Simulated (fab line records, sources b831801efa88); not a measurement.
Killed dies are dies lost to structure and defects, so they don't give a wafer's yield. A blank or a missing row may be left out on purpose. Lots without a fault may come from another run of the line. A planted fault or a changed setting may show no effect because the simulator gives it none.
fab line records | flow sky130
record lots=14 wafers=41 last_day=50
route steps=708 shown VIA2@527 METAL3@536 CAPM@540
lots that met no fault: from a run of the same line without faults
start_h: hours from the record's first day to the start of the lot's first wafer shown | wait_h: hours since the lot's step before | " the same as in the row above | L1.1+2: a row that stands for several wafers | - no value, or no start given | * or withheld: withheld | < > ~ a bound
route shown NAME@n: a module of which the file shows steps, and the number in the route of the first | usual: mean/standard deviation of fault-free wafers | same: alike in all rows | chamber/n: place in a boat | sites: the reading at each site | _std_site: their standard deviation | _edge_site: outer sites' mean less inner sites' | radius_mm: how far each site lies from the wafer's centre | mask NAME#n: copy n | behind: the tool/chamber that last shaped the wafer | hold: why the lot was held/for how many hours/how that ended | device: the transistor (n, p or np) that didn't switch | end of line: the same wafers' tests at the end of the route | a step without rows: its recipe alone | killed: dies lost to structure and defects at the first sort, not the wafer's yield | map: a wafer's dies, x killed, . not, _ none there
set.NAME: the setting as run; set.NAME@STEP: as run at that earlier step | model.NAME: the simulator's own value behind a step, which no gauge read
steps of the route over a sample of lots; a table a step, a row a wafer
services: from which hour (start_h, from the record's first day; less than 0 if before it) a tool's chamber was out of use, for how many hours, and why
## steps
# step SKY_VIA2_SPUTTER_20
# recipe material=TiN target_thk_nm=20 chamber_pressure_pa=5 power_w=4000 time_s=80
# usual throttle_valve_pct=30.1/1
# columns lot.wafer tool chamber start_h wait_h throttle_valve_pct
L820.2 pvd_sputter-02 - 838.96 0.0 30.8
L820.3 " - " " 31.1
L820.5 " - " " 30.8
L821.1 pvd_sputter-03 - 858.71 0.0 29.9
L821.4 " - " " 30.6
L821.6 " - " " 30.9
L823.3 pvd_sputter-01 - 882.06 0.0 30.1
L823.5 " - " " 28.2
L823.6 " - " " 30.8
L824.2 pvd_sputter-01 - 886.79 0.0 29.8
L824.3 " - " " 30.7
L824.5 " - " " 28.0
L826.2 pvd_sputter-02 - 903.79 0.0 30.4
L826.3 " - " " 30.2
L826.4 " - " " 31.3
L827.3 pvd_sputter-01 - 905.13 0.0 30.6
L827.4 " - " " 29.7
L827.5 " - " " 29.7
L828.3 pvd_sputter-02 - 916.54 0.0 28.6
L828.4 " - " " 30.5
L828.5 " - " " 31.4
L830.2 pvd_sputter-02 - 937.11 0.0 28.7
L830.3 " - " " 31.1
L830.5 " - " " 28.3
L829.1 pvd_sputter-03 - 938.06 0.0 31.8
L829.4 " - " " 29.9
L829.5 " - " " 30.0
L832.4 pvd_sputter-02 - 945.83 0.0 28.5
L832.5 " - " " 30.9
L832.6 " - " " 30.9
L836.2 pvd_sputter-01 - 964.93 0.0 30.8
L836.3 " - " " 27.8
L836.6 " - " " 30.6
L839.4 pvd_sputter-03 - 992.02 0.0 29.7
L839.5 " - " " 30.6
L841.1 pvd_sputter-02 - 1000.58 0.0 28.7
L841.3 " - " " 30.1
L841.4 " - " " 30.7
L843.2 pvd_sputter-02 - 1010.54 0.0 31.1
L843.5 " - " " 30.6
L843.6 " - " " 29.9
# step SKY_METAL3_SPUTTER_04
# recipe material=TiN target_thk_nm=70 power_w=6500 time_s=58.3 chamber_pressure_pa=0.4
# usual throttle_valve_pct=30.1/1.2
# columns lot.wafer tool chamber start_h wait_h throttle_valve_pct
L820.2 pvd_sputter-02 - 839.74 0.0 28.6
L820.3 " - " " 30.1
L820.5 " - " " 30.2
L821.1 pvd_sputter-02 - 859.55 0.0 31.3
L821.4 " - " " 30.6
L821.6 " - " " 30.6
L823.3 pvd_sputter-02 - 882.84 0.0 31.1
L823.5 " - " " 28.9
L823.6 " - " " 31.0
L824.2 pvd_sputter-03 - 887.56 0.0 29.8
L824.3 " - " " 31.8
L824.5 " - " " 30.8
L826.2 pvd_sputter-02 - 904.57 0.0 30.1
L826.3 " - " " 28.5
L826.4 " - " " 30.6
L827.3 pvd_sputter-03 - 905.90 0.0 28.9
L827.4 " - " " 30.6
L827.5 " - " " 31.7
L828.3 pvd_sputter-02 - 917.32 0.0 30.9
L828.4 " - " " 28.6
L828.5 " - " " 30.3
L830.2 pvd_sputter-04 - 937.89 0.0 31.3
L830.3 " - " " 31.4
L830.5 " - " " 31.2
L829.1 pvd_sputter-03 - 939.39 0.0 30.9
L829.4 " - " " 28.5
L829.5 " - " " 30.8
L832.4 pvd_sputter-02 - 946.60 0.0 31.2
L832.5 " - " " 30.8
L832.6 " - " " 28.5
L836.2 pvd_sputter-04 - 965.71 0.0 28.7
L836.3 " - " " 31.6
L836.6 " - " " 28.8
L839.4 pvd_sputter-03 - 992.79 0.0 31.7
L839.5 " - " " 29.8
L841.1 pvd_sputter-02 - 1001.35 0.0 28.7
L841.3 " - " " 30.9
L841.4 " - " " 30.2
L843.2 pvd_sputter-02 - 1011.32 0.0 31.4
L843.5 " - " " 30.1
L843.6 " - " " 30.7
# step SKY_CAPM_RS_MEAS_03
# recipe thk_meas_gauge=four-point-probe reads=TiN_of_CAPM_SPUTTER_02
# usual CAPM_TIN_RS=6.91/0.079
# columns lot.wafer tool chamber start_h wait_h CAPM_TIN_RS[ohm/sq]
L820.2 film_metro-03 - 840.00 0.1 6.96
L820.3 " - " " 7.05
L820.5 " - " " 6.94
L821.1 film_metro-04 - 859.79 0.1 6.77
L821.4 " - " " 6.72
L821.6 " - " " 6.77
L823.3 film_metro-02 - 883.12 0.1 7.00
L823.5 " - " " 7.04
L823.6 " - " " 6.90
L824.2 film_metro-03 - 887.82 0.1 6.92
L824.3 " - " " 6.94
L824.5 " - " " 6.93
L826.2 film_metro-03 - 904.83 0.1 6.95
L826.3 " - " " 6.93
L826.4 " - " " 7.01
L827.3 film_metro-03 - 906.18 0.1 6.92
L827.4 " - " " 6.93
L827.5 " - " " 6.97
L828.3 film_metro-03 - 917.60 0.1 6.80
L828.4 " - " " 6.94
L828.5 " - " " 6.77
L830.2 film_metro-03 - 938.15 0.1 6.89
L830.3 " - " " 6.90
L830.5 " - " " 6.90
L829.1 film_metro-02 - 939.63 0.1 6.92
L829.4 " - " " 6.83
L829.5 " - " " 6.95
L832.4 film_metro-02 - 946.87 0.1 6.86
L832.5 " - " " 6.91
L832.6 " - " " 6.96
L836.2 film_metro-04 - 965.97 0.1 7.11
L836.3 " - " " 6.97
L836.6 " - " " 6.98
L839.4 film_metro-02 - 993.06 0.1 6.88
L839.5 " - " " 6.91
L841.1 film_metro-03 - 1001.59 0.1 6.86
L841.3 " - " " 6.94
L841.4 " - " " 6.90
L843.2 film_metro-04 - 1011.59 0.1 6.89
L843.5 " - " " 6.94
L843.6 " - " " 6.91
# step SKY_METAL3_EXPOSE_10
# recipe mask_id=MM3 na=0.68 source_shape=annular sigma_inner=0.4 sigma_outer=0.8 target_cd_nm=300 dose_mj=28
# columns lot.wafer tool chamber start_h wait_h mask
L820.2+3+5 krf_scanner-02 0 880.38 - MM3#0
L821.1+4+6 krf_scanner-01 0 899.61 - MM3#0
L823.3+5+6 krf_scanner-01 0 922.17 - MM3#0
L824.2+3+5 krf_scanner-01 0 926.75 - MM3#0
L826.2+3+4 krf_scanner-02 0 940.98 - MM3#0
L827.3+4+5 krf_scanner-01 0 943.64 - MM3#0
L828.3+4+5 krf_scanner-01 0 955.60 - MM3#0
L830.2+3+5 krf_scanner-01 0 974.30 - MM3#0
L829.1+4+5 krf_scanner-02 0 977.20 - MM3#0
L832.4+5+6 krf_scanner-02 0 984.37 - MM3#0
L836.2+3+6 krf_scanner-02 0 1001.48 - MM3#0
L839.4+5 krf_scanner-02 0 1027.57 - MM3#0
L841.1+3+4 krf_scanner-01 0 1037.65 - MM3#0
L843.2+5+6 krf_scanner-01 0 1045.96 - MM3#0
# step SKY_METAL3_CD_MEAS_13
# recipe target_cd_nm=300
# usual cd_nm=299.9/1.4
# columns lot.wafer tool chamber start_h wait_h cd_nm
L820.2 cd_sem-01 - 893.05 - 301.9
L820.3 " - " " 300.0
L820.5 " - " " 301.2
L821.1 cd_sem-01 - 912.21 - 299.3
L821.4 " - " " 301.2
L821.6 " - " " 300.8
L823.3 cd_sem-02 - 934.42 - 298.3
L823.5 " - " " 298.4
L823.6 " - " " 299.2
L824.2 cd_sem-02 - 938.48 - 299.3
L824.3 " - " " 301.9
L824.5 " - " " 300.4
L826.2 cd_sem-01 - 953.25 - 301.3
L826.3 " - " " 301.2
L826.4 " - " " 299.9
L827.3 cd_sem-02 - 955.97 - 300.5
L827.4 " - " " 300.1
L827.5 " - " " 300.1
L828.3 cd_sem-01 - 967.17 - 301.0
L828.4 " - " " 301.4
L828.5 " - " " 300.1
L830.2 cd_sem-02 - 986.03 - 298.6
L830.3 " - " " 297.5
L830.5 " - " " 297.0
L829.1 cd_sem-02 - 988.83 - 300.2
L829.4 " - " " 300.4
L829.5 " - " " 298.3
L832.4 cd_sem-02 - 995.77 - 300.7
L832.5 " - " " 300.7
L832.6 " - " " 301.1
L836.2 cd_sem-01 - 1013.23 - 302.1
L836.3 " - " " 301.3
L836.6 " - " " 281.7
L839.4 cd_sem-01 - 1038.89 - 299.5
L839.5 " - " " 277.1
L841.1 cd_sem-01 - 1047.91 - 300.9
L841.3 " - " " 300.7
L841.4 " - " " 298.5
L843.2 cd_sem-02 - 1057.20 - 300.9
L843.5 " - " " 300.6
L843.6 " - " " 303.3
## services
# columns tool chamber start_h hours kind
krf_scanner-02 - 818.14 0.8 pm
krf_scanner-01 - 824.88 1.3 pm
krf_scanner-02 - 826.40 4.0 pm
pvd_sputter-03 - 830.58 4.7 repair
pvd_sputter-01 - 836.60 7.2 repair
krf_scanner-01 - 864.30 0.9 repair
krf_scanner-01 - 881.38 1.0 pm
pvd_sputter-02 - 883.96 8.4 repair
pvd_sputter-03 - 889.65 2.6 repair
krf_scanner-01 - 896.26 0.8 pm
pvd_sputter-03 - 919.19 7.1 repair
krf_scanner-02 - 921.82 1.3 pm
pvd_sputter-02 2 939.63 - consumable_replace:kit
pvd_sputter-02 2 939.63 18.0 scheduled_down
pvd_sputter-02 2 939.63 18.0 vent_cycle
pvd_sputter-03 - 941.96 1.0 repair
pvd_sputter-03 - 945.83 4.2 repair
krf_scanner-02 - 953.54 1.0 pm
krf_scanner-02 - 956.47 0.3 repair
krf_scanner-01 0 957.42 - calibration
krf_scanner-02 - 970.08 4.4 pm
pvd_sputter-01 - 972.55 41.2 repair
pvd_sputter-03 - 999.96 16.8 repair
krf_scanner-01 - 1000.70 1.3 pm
## key
first_sign step=SKY_METAL3_CD_MEAS_13 reading=cd_nm direction=down sigmas=14 usual=299.9 struck=279.4
effect none on later readings
met_at SKY_METAL3_EXPOSE_10
struck_lots L836,L839
struck_wafers L836.6,L839.5
sort_left_out L836.6,L839.5
not_acting_at SKY_VIA2_SPUTTER_20,SKY_METAL3_SPUTTER_04,SKY_CAPM_RS_MEAS_03
onset_between 984.37 1001.48
fault kind=process_parameter_drift tool=krf_scanner-02 chamber=- onset_h=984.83 steps=SKY_METAL3_EXPOSE_10 channel=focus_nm offset=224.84 shape=step end_h=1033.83 scope=struck_wafers_only
# sort_left_out: the simulated sort isn't trusted on such a fault, so these wafers' sort isn't shown, and their yield isn't known
